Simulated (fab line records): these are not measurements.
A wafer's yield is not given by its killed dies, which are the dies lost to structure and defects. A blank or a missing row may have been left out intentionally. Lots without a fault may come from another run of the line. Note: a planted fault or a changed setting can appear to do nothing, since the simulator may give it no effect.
Comparing a struck lot with a sound one	flow sky130	43 steps out of a route of 708
Sound: wafers L162.2, L162.5, L162.6. Struck: wafer L175.4 (L175.1, L175.3, from the same lot, were not struck and are left out); the cause is given at the end.
Each step with rows lists, per side, the tool, then ch with its chambers, then its first start. Under that, the readings that differ: sound wafers	struck wafers	difference of the means	sigmas: that difference in standard deviations of wafers without a fault.
alike: words and numbers the same on both sides, and readings whose means are apart by under 2 such deviations; not compared: readings that were withheld, readings missing a value for some wafer, numbers with overlapping values and no deviation given by the record, and bounds like >300 which may hide the same value.
A row with sigmas, a row that says differs or no value, or rows on one side alone: a step with any of these is where the two part. Numbers that have no deviation but don't overlap get no sigmas and don't part them. A reading missing from all wafers of one side parts the sides only when that side holds two or more wafers.

first, 1 step without rows for these wafers: SKY_FIELD_ISO_CVD_03 (deposits Si3N4 from DCS/NH3, target thk 165 nm, time 2830 s).
SKY_FIELD_ISO_THK_MEAS_04:
  struck on film-metro-01, day 4 11:29; sound on film-metro-02, day 1 19:34
  alike: FIELD_ISO_CVD_03_THK
then, 8 steps without rows for these wafers: SKY_FIELD_ISO_DEHYDRATE_05 (time 60 s); SKY_FIELD_ISO_HMDS_06 (prime time 60 s); SKY_FIELD_ISO_COAT_07 (resist thk 60 nm); SKY_FIELD_ISO_COAT_08 (resist thk 450 nm); SKY_FIELD_ISO_SOFTBAKE_09 (time 90 s); SKY_FIELD_ISO_EXPOSE_10 (exposes mask FOM, target cd 150 nm); SKY_FIELD_ISO_PEB_11; SKY_FIELD_ISO_DEVELOP_12 (develop time 60 s).
SKY_FIELD_ISO_CD_MEAS_13: target cd 150 nm.
  struck on cd-sem-02, day 5 05:16; sound on cd-sem-01, day 2 11:13
  alike: cd-nm
SKY_FIELD_ISO_ETCH_14: etches BARC in N2/H2, stops on SiO2, time 45.9 s, target depth 60 nm.
  sound on rie-diel-04 ch 2,3, day 2 11:19; struck on rie-diel-04 ch 1, day 5 05:23
  alike: drypump-motor-current-A, oes-product-au, rf-fwd-power-W, throttle-valve-pct
  not compared: rf-hours-counter-h
SKY_FIELD_ISO_ETCH_15: etches the open film in CHF3/O2, stops on Si, target depth 180 nm, time 72 s.
  sound on rie-diel-04 ch 2,3, day 2 11:21; struck on rie-diel-04 ch 1, day 5 05:26
reading	sound	struck	difference	sigmas
rf-fwd-power-W (W)	595.3 593.2 593.9	600.3	+6.2	+3
  alike: drypump-motor-current-A, oes-product-au, throttle-valve-pct
  not compared: rf-hours-counter-h
SKY_FIELD_ISO_STRIP_16: strips in O2/N2.
  sound on plasma-asher-04 ch 0,1, day 2 11:24; struck on plasma-asher-01 ch 1, day 5 05:29
reading	sound	struck	difference	sigmas
drypump-motor-current-A (A)	5.7 5.7 6.1	6.6	+0.8	+2
strip-time-to-endpoint-s (s)	3.55 3.57 3.53	3.48	-0.07	-2
  alike: oes-product-au
  not compared: rf-hours-counter-h
SKY_FIELD_ISO_ETCH_17: etches Si in HBr/Cl2/O2, target depth 342 nm, time 97.7 s.
  sound on rie-si-01 ch 1,2, day 2 11:30; struck on rie-si-02 ch 1, day 5 05:35
  alike: drypump-motor-current-A, oes-product-au, rf-fwd-power-W, throttle-valve-pct
  not compared: rf-hours-counter-h
then, 5 steps without rows for these wafers: SKY_FIELD_ISO_WET_ETCH_18 (etches Si3N4 in H3PO4, target depth 25 nm, time 276.3 s); SKY_FIELD_ISO_CLEAN_19 (cleans in SC1/SC2, time 150 s); SKY_FIELD_ISO_CLEAN_20 (cleans in dHF, time 20 s); SKY_FIELD_ISO_WET_ETCH_21 (etches SiO2 in dHF, target depth 20 nm, time 400 s); SKY_FIELD_ISO_OXIDATION_22 (stabilise 600 s, purge 300 s, target thk 10 nm).
SKY_FIELD_ISO_THK_MEAS_23:
  struck on film-metro-04, day 5 08:20; sound on film-metro-01, day 2 14:12
  alike: FIELD_ISO_OXIDATION_01_THK
then, 1 step without rows for these wafers: SKY_FIELD_ISO_CVD_24 (deposits SiO2, target thk 595 nm, time 99.2 s).
SKY_FIELD_ISO_THK_MEAS_25:
  struck on film-metro-01, day 5 08:28; sound on film-metro-04, day 2 14:20
  alike: FIELD_ISO_CVD_24_THK
then, 1 step without rows for these wafers: SKY_FIELD_ISO_ANNEAL_26 (time 1800 s).
SKY_FIELD_ISO_CMP_27: polishes, stops on Si3N4, t overpolish 16 s, target thk 457.8 nm.
  sound on cmp-02 ch 0,1,3, day 2 18:16; struck on cmp-02 ch 1, day 5 11:10
  alike: motor-current-A, overpolish-run-s, time-to-endpoint-s
then, 5 steps without rows for these wafers: SKY_FIELD_ISO_WET_ETCH_28 (etches SiO2 in dHF, target depth 23.7 nm, time 47 s); SKY_FIELD_ISO_WET_ETCH_29 (etches Si3N4 in H3PO4, target depth 160 nm, time 1825 s); SKY_FIELD_ISO_WET_ETCH_30 (etches SiO2 in dHF, target depth 25 nm, time 50 s); SKY_NWELL_CLEAN_00 (cleans in SC1/SC2, time 150 s); SKY_NWELL_OXIDATION_01 (stabilise 600 s, purge 300 s, target thk 10 nm).
SKY_NWELL_THK_MEAS_02:
  struck on film-metro-04, day 5 13:57; sound on film-metro-03, day 2 21:05
  alike: NWELL_OXIDATION_THK
then, 8 steps without rows for these wafers: SKY_DNWELL_DEHYDRATE_00 (time 60 s); SKY_DNWELL_HMDS_01 (prime time 60 s); SKY_DNWELL_COAT_02 (resist thk 3000 nm); SKY_DNWELL_SOFTBAKE_03; SKY_DNWELL_EXPOSE_04 (exposes mask DNM, target cd 3000 nm); SKY_DNWELL_PEB_05; SKY_DNWELL_DEVELOP_06 (develop time 60 s); SKY_DNWELL_IMPLANT_07.
SKY_DNWELL_STRIP_08: strips in O2/N2.
  sound on plasma-asher-01 ch 0,1, day 3 13:07; struck on plasma-asher-03 ch 1, day 6 08:40
  alike: drypump-motor-current-A, oes-product-au, strip-time-to-endpoint-s
  not compared: rf-hours-counter-h
SKY_DNWELL_TW_MEAS_09:
  struck on film-metro-03, day 6 08:46; sound on film-metro-01, day 3 13:14
  alike: DNWELL_TW
then, 1 step without rows for these wafers: SKY_PWDE_DEHYDRATE_00 (time 60 s).
-- the record jumps here: 43 days lie between the struck wafers' starts before and after (it left off in module PWDE and takes up again in module PAD_OPEN, whose first step shown is number 708 of the route) --
SKY_PAD_OPEN_PROBE_99:
  rows exist in the record for the struck wafers here (prober-01, day 49 19:52), but not for the sound ones

== WHERE THEY PART ==
At SKY_FIELD_ISO_ETCH_15 first; at SKY_PAD_OPEN_PROBE_99 last (within this record only).

WHY: what the simulator had put in
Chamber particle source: rie-diel-04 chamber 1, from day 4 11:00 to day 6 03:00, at SKY_FIELD_ISO_ETCH_15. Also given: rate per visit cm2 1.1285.
